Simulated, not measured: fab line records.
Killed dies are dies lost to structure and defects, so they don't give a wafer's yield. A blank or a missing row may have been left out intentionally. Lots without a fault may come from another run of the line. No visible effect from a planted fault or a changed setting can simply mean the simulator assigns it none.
A struck lot beside a sound one	flow sky130	18 steps out of a route of 708
Sound: wafers L524.4, L524.5, L524.6. Struck: wafer L532.5 (left out: L532.1, a lot-mate that was not struck); the cause follows at the end.
At each step with rows: each side's tool, then ch and its chambers, then its first start. Under that, the readings that differ: sound wafers	struck wafers	difference of the means	sigmas: that difference in standard deviations of wafers without a fault.
alike: a reading whose means differ by less than 2 such deviations, as well as words and numbers matching on both sides. not compared: withheld readings; readings where some wafer has no value; bounds like >300 that might hide an equal value; numbers whose values overlap and for which the record gives no deviation.
The two part at a step that has a row with sigmas, a row that says differs or no value, or rows on one side only. Numbers that have no deviation but don't overlap get no sigmas and don't part them. A reading missing from all wafers of one side parts the sides only when that side holds two or more wafers.

first, 2 steps without rows for these wafers: SKY_CONTACT_PEB_12; SKY_CONTACT_DEVELOP_13 (develop time 60 s).
SKY_CONTACT_CD_MEAS_14 targets a cd of 170 nm.
  sound on cd sem-02 at day 34 01:10; struck on cd sem-02 at day 36 19:04
  alike: cd nm
SKY_CONTACT_OVL_MEAS_15:
  sound on overlay-01 at day 34 01:14; struck on overlay-01 at day 36 19:11
  alike: CONTACT_OVL
SKY_CONTACT_ETCH_16: etches BARC in N2/H2, stops on SiO2, time 45.9 s, target depth 60 nm.
  sound on rie diel-03 ch 1,2, day 34 01:16; struck on rie diel-02 ch 3, day 36 19:13
  alike: drypump motor current A, oes product au, rf fwd power W, throttle valve pct
  not compared: rf hours counter h
then, 1 step without rows for these wafers: SKY_CONTACT_ETCH_17 (etches SiO2 in C4F8/O2/Ar, stops on Si3N4, target depth 340 nm).
SKY_CONTACT_ETCH_18: etches Si3N4 in CHF3/O2, stops on TiN, time 39 s, target depth 75 nm.
  sound: rie diel-03 ch 1,2; struck: rie diel-02 ch 3
  alike: drypump motor current A, oes product au, rf fwd power W, throttle valve pct
  not compared: rf hours counter h
SKY_CONTACT_STRIP_19: strips in O2/N2.
  sound on plasma asher-01 ch 0,1, day 34 01:26; struck on plasma asher-03 ch 1, day 36 19:22
  alike: drypump motor current A, oes product au, strip time to endpoint s
  not compared: rf hours counter h
then, 3 steps without rows for these wafers: SKY_CONTACT_STRIP_20 (strips in post etch residue remover, time 1200 s); SKY_CONTACT_CLEAN_21 (cleans in IPA, time 180 s); SKY_CONTACT_CLEAN_22 (cleans in O3/DIW).
SKY_CONTACT_SPUTTER_23: material TiN, target thk 20 nm, time 80 s.
  sound on pvd sputter-04 at day 34 01:59; struck on pvd sputter-02 at day 36 20:01
  alike: throttle valve pct
SKY_CONTACT_CVD_24: deposits W, target thk 340 nm, time 102.12 s.
  sound on cvd w-01 ch 0,1, day 34 02:05; struck on cvd w-02 ch 0, day 36 20:04
reading	sound	struck	difference	sigmas
model.W_of_CONTACT_CVD_24.thk nm (nm)	347.1 343.8 344.8	605.4	+260.2	
  alike: chamber pressure Torr, heater power w
SKY_CONTACT_RS_MEAS_25: a four-point-probe measurement.
  sound on film metro-04 at day 34 02:16; struck on film metro-03 at day 36 20:28
reading	sound	struck	difference	sigmas
CONTACT_W_RS (ohm/sq)	0.330 0.334 0.332	0.189	-0.143	-40
  not compared: hold
SKY_CONTACT_THK_MEAS_26: measures by xrf.
  sound on film metro-04 at day 34 02:21; struck on film metro-03 at day 36 23:36
  not compared: hold, CONTACT_W_THK
SKY_CONTACT_CMP_27: polishes, stops on SiO2, t overpolish 15 s, target thk 0 nm.
  sound on cmp-02 ch 1,2,3, day 34 02:29; struck on cmp-01 ch 0, day 37 01:06
reading	sound	struck	difference	sigmas
hold	- - -	await dispo/1.4h/release	no value on the sound wafers	
time to endpoint s (s)	83.4 85.2 84.6	139.7	+55.3	+19
  alike: motor current A
SKY_METAL1_SPUTTER_00: material Ti, target thk 15 nm, time 10 s.
  sound on pvd sputter-03 at day 34 02:41; struck on pvd sputter-01 at day 37 01:24
  alike: throttle valve pct
-- the record jumps here: 13 days lie between the struck wafers' starts before and after (it left off in module METAL1 and takes up again in module PAD_OPEN, whose first step shown is number 708 of the route) --
SKY_PAD_OPEN_PROBE_99:
  record: rows for the struck wafers here (prober-01, day 50 02:02), none for the sound ones

== WHERE THEY PART ==
Earliest at SKY_CONTACT_RS_MEAS_25; latest, in this record, at SKY_PAD_OPEN_PROBE_99.

WHY: what had been put in by the simulator
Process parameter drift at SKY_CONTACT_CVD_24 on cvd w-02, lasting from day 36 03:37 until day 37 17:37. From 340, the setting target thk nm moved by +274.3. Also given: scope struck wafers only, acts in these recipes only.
